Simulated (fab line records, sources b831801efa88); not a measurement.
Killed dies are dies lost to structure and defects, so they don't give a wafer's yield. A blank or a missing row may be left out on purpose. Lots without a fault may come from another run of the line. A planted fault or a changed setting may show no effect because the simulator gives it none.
One fault seen from 2 desks | flow gf180mcu | each desk has only its own numbers; what lay behind them comes last

THE METROLOGY DESK
What the gauges read, lot by lot, whatever tool the lot ran on: means of the sampled wafers that have a number. A lot is out of limits, marked OUT, if its mean lies more than 4 standard deviations from the usual mean; the brackets give that distance.
Columns: A = M2_ALCU_RS at GF_M2_RS_MEAS_05, usual 0.0696 ohm/sq; B = M3_ALCU_RS at GF_M3_RS_MEAS_05, usual 0.0695 ohm/sq; C = V4_CVD_02_THK at GF_V4_THK_MEAS_03, usual 850 nm
lot  | first seen here | A      | B      | C
L419 | day 18 10:38    | 0.0707 | 0.0701 | 848
L420 | day 18 23:24    | 0.0691 | 0.0692 | 852
L421 | day 19 02:23    | 0.0697 | 0.0704 | 835
L424 | day 20 13:04    | 0.0706 | 0.0688 | 845
L427 | day 21 17:41    | 0.0691 | 0.0696 | 847
L428 | day 22 01:38    | 0.0688 | 0.0694 | 858
L435 | day 24 13:44    | 0.0696 | 0.0701 | 512 (-34) OUT
L437 | day 25 11:47    | 0.0700 | 0.0704 | 844
L438 | day 25 14:56    | 0.0687 | 0.0692 | 510 (-34) OUT
L440 | day 25 19:37    | 0.0689 | 0.0695 | 855
L441 | day 26 09:02    | 0.0692 | 0.0688 | 862
This desk's finding: out of limits on L435, L438; first on L435, day 29 04:14 (V4_CVD_02_THK at GF_V4_THK_MEAS_03). In limits: L419, L420, L421, L424, L427, L428, L437, L440, L441.

THE TOOL OWNER'S DESK: pecvd-03
The tool's own readings at GF_V4_CVD_02 (deposits SiO2 from TEOS, target thk 850 nm, time 94.851 s): means of the sampled wafers that have a number, for each lot that ran on this tool. A lot is out of limits, marked OUT, if its mean lies more than 4 standard deviations from the usual mean; the brackets give that distance.
Columns: A = heater_power_w at GF_V4_CVD_02, usual 734 W
lot  | first seen here | A
L420 | day 24 04:21    | 768
L424 | day 25 13:37    | 800
L427 | day 26 15:04    | 770
L435 | day 29 04:10    | 860
L438 | day 30 01:19    | 882
This desk's finding: nothing out of limits on any of the 5 lots.

PUT TOGETHER
The metrology desk could have raised an alarm at day 29 04:14, on L435, L438.
The tool owner's desk saw nothing out of limits.
The tool owner's desk has L435, L438 on record, within its limits.
Of the lots named, all ran GF_V4_CVD_02 on pecvd-03.

WHAT THE SIMULATOR HAD PUT IN
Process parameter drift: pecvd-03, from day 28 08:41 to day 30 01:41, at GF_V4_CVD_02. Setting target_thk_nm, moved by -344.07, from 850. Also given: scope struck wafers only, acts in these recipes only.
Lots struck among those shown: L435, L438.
Hours from the fault's start to each desk's first reading out of limits: the metrology desk, 20.
